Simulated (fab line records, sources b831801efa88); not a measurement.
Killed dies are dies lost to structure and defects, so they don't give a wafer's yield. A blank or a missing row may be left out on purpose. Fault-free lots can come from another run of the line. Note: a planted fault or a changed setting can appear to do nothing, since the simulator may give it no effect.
What tool caused it? | flow sky130 | Sampling: 12 lots, 36 wafers, 5 of 708 route steps

== WHAT THE GAUGES SHOWED, per wafer ==
SKY_CAP2M_RS_MEAS_03: uses a four-point probe to measure.
lot  | measured     | on            | CAP2M_TIN_RS (ohm/sq)
L075 | day 40 07:51 | film-metro-01 | 7.02 6.90 6.97
L078 | day 41 04:46 | film-metro-03 | 6.78 6.84 6.74
L080 | day 41 13:50 | film-metro-01 | 6.95 7.03 7.02
L081 | day 41 23:47 | film-metro-01 | 6.92 6.98 6.91
L083 | day 42 09:38 | film-metro-01 | 6.90 6.84 6.94
L085 | day 42 22:19 | film-metro-03 | 6.88 7.08 6.92
L086 | day 43 07:20 | film-metro-03 | 6.84 6.71 6.86
L089 | day 43 12:55 | film-metro-04 | 6.80 6.95 6.93
L091 | day 44 19:29 | film-metro-04 | 6.71 6.91 6.73
L093 | day 45 03:18 | film-metro-03 | 6.86 6.94 7.06
L095 | day 45 16:11 | film-metro-03 | 7.01 6.86 6.97
L097 | day 45 22:28 | film-metro-04 | 6.74 6.81 6.76

== WHAT TOOL EACH LOT RAN ON (gives the tool, then ch and the chambers of the sampled wafers, and finally the start) ==
lot  | SKY_METAL2_ETCH_18                | SKY_VIA2_STRIP_16                    | SKY_CAPM_CVD_00                 | SKY_VIA3_STRIP_16
L075 | rie-metal-04 ch 0,1, day 35 18:50 | plasma-asher-04 ch 0,1, day 36 22:28 | pecvd-03 ch 0,1,2, day 36 23:58 | plasma-asher-03 ch 0,1, day 40 06:13
L078 | rie-metal-02 ch 0,1, day 36 18:16 | plasma-asher-02 ch 0,1, day 37 22:04 | pecvd-01 ch 0,2, day 37 23:29   | plasma-asher-03 ch 0,1, day 41 03:04
L080 | rie-metal-04 ch 0,1, day 37 03:58 | plasma-asher-02 ch 0,1, day 38 06:49 | pecvd-01 ch 0,2, day 38 08:14   | plasma-asher-02 ch 0,1, day 41 12:14
L081 | rie-metal-04 ch 1, day 37 11:49   | plasma-asher-02 ch 0,1, day 38 15:02 | pecvd-03 ch 0,1,2, day 38 16:28 | plasma-asher-04 ch 0,1, day 41 19:10
L083 | rie-metal-03 ch 0,1, day 38 02:34 | plasma-asher-02 ch 0,1, day 39 05:08 | pecvd-02 ch 0,1,2, day 39 06:32 | plasma-asher-03 ch 0,1, day 42 07:56
L085 | rie-metal-02 ch 0, day 38 15:25   | plasma-asher-04 ch 0,1, day 39 17:13 | pecvd-01 ch 0,1,2, day 39 18:38 | plasma-asher-03 ch 0, day 42 20:34
L086 | rie-metal-04 ch 0,1, day 38 23:37 | plasma-asher-02 ch 0,1, day 40 02:44 | pecvd-02 ch 0,1,2, day 40 04:08 | plasma-asher-03 ch 0,1, day 43 05:34
L089 | rie-metal-04 ch 0,1, day 39 07:50 | plasma-asher-04 ch 0,1, day 40 09:34 | pecvd-03 ch 0,2, day 40 10:59   | plasma-asher-02 ch 0,1, day 43 11:19
L091 | rie-metal-02 ch 0,1, day 40 15:10 | plasma-asher-01 ch 1, day 41 17:19   | pecvd-02 ch 0,1,2, day 41 18:58 | plasma-asher-03 ch 0, day 44 17:52
L093 | rie-metal-04 ch 0, day 41 00:20   | plasma-asher-02 ch 0,1, day 42 01:41 | pecvd-01 ch 1,2, day 42 03:14   | plasma-asher-04 ch 0,1, day 45 01:41
L095 | rie-metal-02 ch 0,1, day 41 15:58 | plasma-asher-04 ch 0,1, day 42 16:49 | pecvd-01 ch 0,2, day 42 18:17   | plasma-asher-03 ch 0,1, day 45 14:35
L097 | rie-metal-03 ch 0,1, day 41 19:34 | plasma-asher-04 ch 0,1, day 42 22:10 | pecvd-02 ch 0,2, day 43 00:04   | plasma-asher-02 ch 1, day 45 20:52
- SKY_METAL2_ETCH_18: etches BARC in N2/H2, stops on SiO2, time 45.9 s, target depth 60 nm.
- SKY_VIA2_STRIP_16: strips in O2/N2.
- SKY_CAPM_CVD_00: deposits SiO2, target thk 15.5 nm.
- SKY_VIA3_STRIP_16: strips in O2/N2.

== THE ANSWER, worked out from the rows above alone ==
Rule: the usual values come from the lots themselves. Put in order of their means at a reading, lots are off if they are a third of the lots or fewer, leave a main group of 4 or more, and stand apart from it by a gap of 3 or more times the standard deviation of the main group's means; of several such gaps the widest counts. A main group whose means are all the same, to the digits that the tables above print for the reading, isn't used. A lot without any number at a reading at which 4 lots or more have one is off too. Where the step has rows for the other lots, those lots are counted as sound.
Across all readings shown, no lot is off: no conclusion can be drawn from this.

== WHAT HAD BEEN PUT IN BY THE SIMULATOR ==
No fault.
